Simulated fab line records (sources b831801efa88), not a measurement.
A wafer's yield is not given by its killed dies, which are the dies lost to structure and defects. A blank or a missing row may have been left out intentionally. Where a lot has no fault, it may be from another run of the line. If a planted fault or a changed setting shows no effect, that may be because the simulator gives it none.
Problem report in the 8D (eight disciplines) form, filled by code    flow gf180mcu    the parts of the form that need people (team, actions taken, sign-off) are left out

## 1. WHAT IS WRONG
At GF_CONTACT_CLEAN_21, run_length_s averages 35.8 s over 6 wafers from 2 lots, while fault-free wafers read 47.3 s, standard deviation 1.5. Relative to the usual mean, that is a shift of -7.7 standard deviations.
The step: cleans in dHF, time 20 s.
Earliest sighting: wafer L248.1 on wet_bench-02 at day 21 07:40. Wafers with a number at this step in the record: 42, from 14 lots. Rule for "out" (also "out of limits"): further than 4 standard deviations from the usual mean. All remaining wafers that have a number are taken as sound.

## 2. WHAT IT IS, WHAT IT ISN'T
question                     is                      is not
which readings at this step  run_length_s            -
which lots                   L248, L249              L235, L236, L237, L238, L239, L240, L247, L250, L252, L253, L254, L255
which wafers of those lots   all that have a number  -
read on which tools          wet_bench-02            wet_bench-01, wet_bench-04
when                         from day 21 07:40       up to then (21 sound wafers); but 15 sound wafers of L250, L252, L253, L254, L255 came after

## 3. WHAT RULES OUT EACH SUSPECT
Counting: any tool at a process step up to the reading is kept as a suspect provided that every lot that is out went through it and no sound lot did after the first of them.
- rie_diel-04 at GF_CONTACT_ETCH_17 (etches SiO2 in C4F8/O2/Ar, stops on CoSi2, target depth 860 nm): ruled out as a lasting fault. Sound lots L253 ran on it after its first lot that is out, L248 (day 21 07:40). GF_CONTACT_ETCH_17 gives no start for some lots, so the hours and the order of its lots are those of GF_CONTACT_CLEAN_21.
- wet_bench-02 at GF_CONTACT_CLEAN_21 (cleans in dHF, time 20 s): kept. It ran every lot that is out, first L248 (day 21 07:40), and no sound lot after that; its last sound lot up to then is L240 (day 18 04:16). Its own readings are out on those wafers: run_length_s.
Left after counting: wet_bench-02 at GF_CONTACT_CLEAN_21.

## 4. THE CAUSE (what the simulator had put in)
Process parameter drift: wet_bench-02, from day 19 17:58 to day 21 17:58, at GF_CONTACT_CLEAN_21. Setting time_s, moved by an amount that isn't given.
After counting, this tool was the only one left.

## 5. THE CHAIN OF EFFECTS, in route order
Each row: a reading whose mean over the struck wafers that have a number lies more than 3 standard deviations from the usual. Only readings for which the record gives a usual standard deviation are gone through. hours: the time from each lot's start at the first step in this table that gives one to its start at this step, as a median over the lots. sigmas: the change in usual standard deviations.
hours  step                 reading       usual   on struck wafers  change  sigmas
0      GF_CONTACT_CLEAN_21  run_length_s  47.3 s  35.8              -11.5   -7.7
Process steps it contains:
- GF_CONTACT_CLEAN_21: cleans in dHF, time 20 s.

## 6. HOW IT WOULD HAVE BEEN CAUGHT EARLIER
In this record the first reading out of limits was taken at day 21 07:40, 38 hours after the fault began at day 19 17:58.
